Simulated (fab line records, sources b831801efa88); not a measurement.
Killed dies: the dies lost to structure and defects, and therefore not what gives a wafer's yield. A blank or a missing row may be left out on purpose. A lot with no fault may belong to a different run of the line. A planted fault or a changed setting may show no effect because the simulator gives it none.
Which tool was responsible? | flow sky130 | Sampling: 11 lots, 33 wafers, 6 of 708 route steps

WHAT THE GAUGES SHOWED, per wafer
SKY_CONTACT_BOW_MEAS_05.
lot  | measured     | on            | CONTACT_BOW (um)
L779 | day 31 19:27 | film metro-02 | 72 75 77
L783 | day 31 23:44 | film metro-02 | 70 77 76
L784 | day 32 12:41 | film metro-01 | 76 70 84
L785 | day 32 14:12 | film metro-03 | 73 85 87
L794 | day 35 18:13 | film metro-03 | 82 77 76
L792 | day 35 19:03 | film metro-01 | 81 78 86
L796 | day 35 20:55 | film metro-01 | 94 76 82
L797 | day 36 20:04 | film metro-02 | 87 90 84
L800 | day 37 05:26 | film metro-01 | 91 83 92
L798 | day 37 05:46 | film metro-02 | 86 83 76
L801 | day 37 07:50 | film metro-02 | 87 91 88

SKY_CONTACT_OVL_MEAS_15.
lot  | measured     | on         | CONTACT_OVL (nm)
L779 | day 32 22:17 | overlay-02 | 2 -3 3
L783 | day 33 02:23 | overlay-01 | -2 -8 -1
L784 | day 33 15:32 | overlay-02 | -4 -5 -4
L785 | day 33 15:45 | overlay-01 | 0 0 2
L794 | day 36 20:47 | overlay-02 | 4 4 -5
L792 | day 36 21:27 | overlay-01 | 4 7 -2
L796 | day 36 22:48 | overlay-01 | -5 -2 -1
L797 | day 37 21:38 | overlay-02 | -2 -2 -1
L800 | day 38 06:40 | overlay-01 | 0 -1 -3
L798 | day 38 07:01 | overlay-02 | -4 0 1
L801 | day 38 09:38 | overlay-01 | 0 0 3

SKY_METAL1_RS_MEAS_05: measures by four-point-probe.
lot  | measured     | on            | METAL1_ALCU_RS (ohm/sq)
L779 | day 32 23:50 | film metro-02 | 0.1273 0.1251 0.1257
L783 | day 33 04:01 | film metro-01 | 0.1259 0.1239 0.1250
L784 | day 33 17:08 | film metro-04 | 0.1266 0.1249 0.1258
L785 | day 33 17:25 | film metro-01 | 0.1261 0.1271 0.1260
L794 | day 36 22:22 | film metro-01 | 8.5578 8.5567 8.6074
L792 | day 36 23:05 | film metro-01 | 8.4809 8.5588 8.5734
L796 | day 37 00:37 | film metro-01 | 8.4405 8.4588 8.5410
L797 | day 37 23:12 | film metro-02 | 0.1257 0.1256 0.1250
L800 | day 38 08:14 | film metro-01 | 0.1258 0.1253 0.1252
L798 | day 38 08:36 | film metro-02 | 0.1248 0.1255 0.1269
L801 | day 38 11:12 | film metro-04 | 0.1258 0.1237 0.1260

SKY_METAL1_THK_MEAS_06: measures by xrf.
lot  | measured     | on            | METAL1_ALCU_THK (nm)
L779 | day 32 23:58 | film metro-02 | 244 250 247
L783 | day 33 04:08 | film metro-01 | 248 254 251
L784 | day 33 17:14 | film metro-04 | 246 250 247
L785 | day 33 17:32 | film metro-01 | 248 246 248
L794 | day 36 22:29 | film metro-01 | <1 <1 <1
L792 | day 36 23:13 | film metro-01 | <1 <1 <1
L796 | day 37 00:44 | film metro-01 | <1 <1 <1
L797 | day 37 23:19 | film metro-02 | 249 252 252
L800 | day 38 08:20 | film metro-01 | 248 247 249
L798 | day 38 08:43 | film metro-02 | 253 251 249
L801 | day 38 11:19 | film metro-04 | 247 253 247

WHAT TOOL EACH LOT RAN ON (gives the tool, then ch and the chambers of the sampled wafers, and finally the start)
lot  | SKY_METAL1_SPUTTER_00        | SKY_METAL1_SPUTTER_02
L779 | pvd sputter-04, day 32 23:42 | pvd sputter-04, day 32 23:45
L783 | pvd sputter-02, day 33 03:51 | pvd sputter-02, day 33 03:54
L784 | pvd sputter-04, day 33 16:58 | pvd sputter-04, day 33 17:01
L785 | pvd sputter-03, day 33 17:16 | pvd sputter-03, day 33 17:19
L794 | pvd sputter-04, day 36 22:13 | pvd sputter-04, day 36 22:16
L792 | pvd sputter-04, day 36 22:57 | pvd sputter-04, day 36 23:00
L796 | pvd sputter-03, day 37 00:28 | pvd sputter-03, day 37 00:31
L797 | pvd sputter-02, day 37 23:04 | pvd sputter-02, day 37 23:07
L800 | pvd sputter-03, day 38 08:04 | pvd sputter-03, day 38 08:07
L798 | pvd sputter-02, day 38 08:26 | pvd sputter-02, day 38 08:29
L801 | pvd sputter-04, day 38 11:02 | pvd sputter-04, day 38 11:05
- SKY_METAL1_SPUTTER_00: material Ti, target thk 15 nm, time 10 s.
- SKY_METAL1_SPUTTER_02: material AlCu, target thk 250 nm, time 13.3 s.

WHAT THE TOOLS THEMSELVES READ (means of the sampled wafers that have a number; where no wafer has one, the mark that the record gives instead)
SKY_METAL1_SPUTTER_00.
lot  | tool           | cathode dc power W (W) | chamber pressure pa (Pa) | throttle valve pct (%)
L779 | pvd sputter-04 | 2999.6                 | 0.4003                   | 29.7
L783 | pvd sputter-02 | 3000.2                 | 0.3998                   | 31.3
L784 | pvd sputter-04 | 3000.2                 | 0.3994                   | 29.3
L785 | pvd sputter-03 | 3000.1                 | 0.4006                   | 28.8
L794 | pvd sputter-04 | 3000.4                 | 0.3993                   | 30.0
L792 | pvd sputter-04 | 2999.8                 | 0.4001                   | 30.4
L796 | pvd sputter-03 | 3000.0                 | 0.3999                   | 29.5
L797 | pvd sputter-02 | 3000.4                 | 0.4007                   | 31.0
L800 | pvd sputter-03 | 3000.0                 | 0.4000                   | 29.1
L798 | pvd sputter-02 | 2999.7                 | 0.4001                   | 30.2
L801 | pvd sputter-04 | 3000.1                 | 0.4003                   | 30.5

SKY_METAL1_SPUTTER_02.
lot  | tool           | cathode dc power W (W) | chamber pressure pa (Pa) | throttle valve pct (%)
L779 | pvd sputter-04 | 10600                  | 0.4008                   | 29.8
L783 | pvd sputter-02 | 10600                  | 0.4000                   | 31.4
L784 | pvd sputter-04 | 10601                  | 0.4008                   | 29.3
L785 | pvd sputter-03 | 10601                  | 0.4002                   | 28.8
L794 | pvd sputter-04 | -                      | -                        | -
L792 | pvd sputter-04 | -                      | -                        | -
L796 | pvd sputter-03 | -                      | -                        | -
L797 | pvd sputter-02 | 10601                  | 0.4000                   | 30.9
L800 | pvd sputter-03 | 10602                  | 0.3989                   | 28.9
L798 | pvd sputter-02 | 10601                  | 0.3996                   | 30.1
L801 | pvd sputter-04 | 10599                  | 0.4005                   | 30.3

THE ANSWER, worked out from the rows above alone
Rule: the lots themselves supply what counts as usual. Put in order of their means at a reading, lots are off if they are a third of the lots or fewer, leave a main group of 4 or more, and stand apart from it by a gap of 3 or more times the standard deviation of the main group's means; of several such gaps the widest counts. The tables above print the reading to a certain number of digits; a main group whose means all agree to those digits is not used. A lot without any number at a reading at which 4 lots or more have one is off too. Where the step has rows for the other lots, those lots are counted as sound. After the gauges, taken in route order, come the tools' own readings; for these a lot's mean is taken, as printed above. The first step at which some lot is off is used, and at that step the reading that is off furthest; a lot without a number counts as furthest.
Off: L794, L792, L796, at SKY_METAL1_RS_MEAS_05 (METAL1_ALCU_RS). Main group: mean 0.1256 ohm/sq, sd 0.00044.
If a tool, at a process step before that reading, ran all the lots that are off and no sound lot after the first of them, it fits. The gauges at SKY_METAL1_RS_MEAS_05 aren't tried: what is off there is off at SKY_METAL1_SPUTTER_02 too, on other tools, and a gauge's error can't cause that. No candidate that was tried fits.

WHAT THE SIMULATOR PUT IN
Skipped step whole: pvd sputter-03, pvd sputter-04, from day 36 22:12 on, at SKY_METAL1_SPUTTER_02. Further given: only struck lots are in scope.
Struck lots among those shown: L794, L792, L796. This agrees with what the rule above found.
